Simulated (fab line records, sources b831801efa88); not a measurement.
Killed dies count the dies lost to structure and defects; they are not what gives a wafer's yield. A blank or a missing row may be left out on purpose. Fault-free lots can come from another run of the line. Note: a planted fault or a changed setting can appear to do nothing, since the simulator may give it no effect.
2 desks looking at one fault || flow sky130 || what lay behind the numbers comes last; until then each desk has only its own

## THE METROLOGY DESK
What the gauges read, lot by lot, whatever tool the lot ran on: means of the sampled wafers that have a number. Marked OUT: a lot whose mean sits more than 4 standard deviations from the usual mean, which makes it out of limits; the brackets give that distance.
Columns: A = NWELL_OXIDATION_THK at SKY_NWELL_THK_MEAS_02, usual 9.99 nm; B = SONOS_TUNNEL_OVL at SKY_SONOS_TUNNEL_OVL_MEAS_08, usual 0.3 nm; C = cd-nm at SKY_LDD_P_CD_MEAS_07, usual 380.6 nm
{"lot": "L835", "first seen here": "day 3 02:49", "A": 9.93, "B": 0.8, "C": 379.9}
{"lot": "L834", "first seen here": "day 3 06:29", "A": 10.04, "B": 1.4, "C": 378.7}
{"lot": "L833", "first seen here": "day 3 06:30", "A": 10.23, "B": 0.3, "C": 378.6}
{"lot": "L836", "first seen here": "day 3 06:31", "A": 10.14, "B": 0.2, "C": 378.3}
{"lot": "L837", "first seen here": "day 3 15:07", "A": 9.83, "B": 1.0, "C": 377.6}
{"lot": "L839", "first seen here": "day 3 19:16", "A": 9.77, "B": -1.3, "C": 383.8}
{"lot": "L838", "first seen here": "day 3 19:17", "A": 9.85, "B": -0.7, "C": 380.5}
{"lot": "L840", "first seen here": "day 4 03:13", "A": 10.08, "B": 0.1, "C": 379.9}
{"lot": "L842", "first seen here": "day 4 16:02", "A": 10.19, "B": -2.4, "C": 385.4}
{"lot": "L844", "first seen here": "day 4 22:56", "A": 10.09, "B": -0.1, "C": 382.7}
{"lot": "L847", "first seen here": "day 5 13:45", "A": 10.03, "B": 1.1, "C": 382.6}
{"lot": "L854", "first seen here": "day 7 04:13", "A": 9.93, "B": -0.3, "C": 381.0}
{"lot": "L855", "first seen here": "day 7 12:04", "A": 9.77, "B": -1.2, "C": 382.8}
{"lot": "L856", "first seen here": "day 7 18:10", "A": 9.65, "B": 2.2, "C": 379.1}
This desk found nothing out of limits on any of the 14 lots.

## DESK OF THE TOOL OWNER: wet-bench-01
The tool's own readings at SKY_FIELD_ISO_WET_ETCH_28 (etches SiO2 in dHF, target depth 23.7 nm, time 47 s): means of the sampled wafers that have a number, for each lot that ran on this tool. Marked OUT: a lot whose mean sits more than 4 standard deviations from the usual mean, which makes it out of limits; the brackets give that distance.
Columns: A = bath-heat-duty-pct at SKY_FIELD_ISO_WET_ETCH_28, usual 6.7 %; B = temp-c at SKY_FIELD_ISO_WET_ETCH_28, usual 25.02 C
{"lot": "L835", "first seen here": "day 3 00:26", "A": 6.1, "B": 25.05}
{"lot": "L837", "first seen here": "day 3 12:07", "A": 6.3, "B": 25.11}
{"lot": "L840", "first seen here": "day 4 01:05", "A": "38.3 (+38) OUT", "B": "41.90 (+99 or more) OUT"}
{"lot": "L842", "first seen here": "day 4 13:40", "A": "32.1 (+31) OUT", "B": "42.01 (+99 or more) OUT"}
This desk's finding: out of limits on L840, L842; first on L840, day 4 01:05 (bath-heat-duty-pct at SKY_FIELD_ISO_WET_ETCH_28). L835, L837: within limits.

## BROUGHT TOGETHER
An alarm could have come from the tool owner's desk at day 4 01:05, on L840, L842.
Metrology desk: nothing out of limits seen.
The metrology desk holds a record of L840, L842, inside its limits.
On wet-bench-01, each named lot ran SKY_FIELD_ISO_WET_ETCH_28.

## WHAT WAS PUT IN BY THE SIMULATOR
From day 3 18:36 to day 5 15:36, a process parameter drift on wet-bench-01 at SKY_FIELD_ISO_WET_ETCH_28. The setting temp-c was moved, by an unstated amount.
Struck lots among those shown: L840, L842.
Time in hours from fault onset to the first out-of-limits reading at each desk: the tool owner's desk, 6.
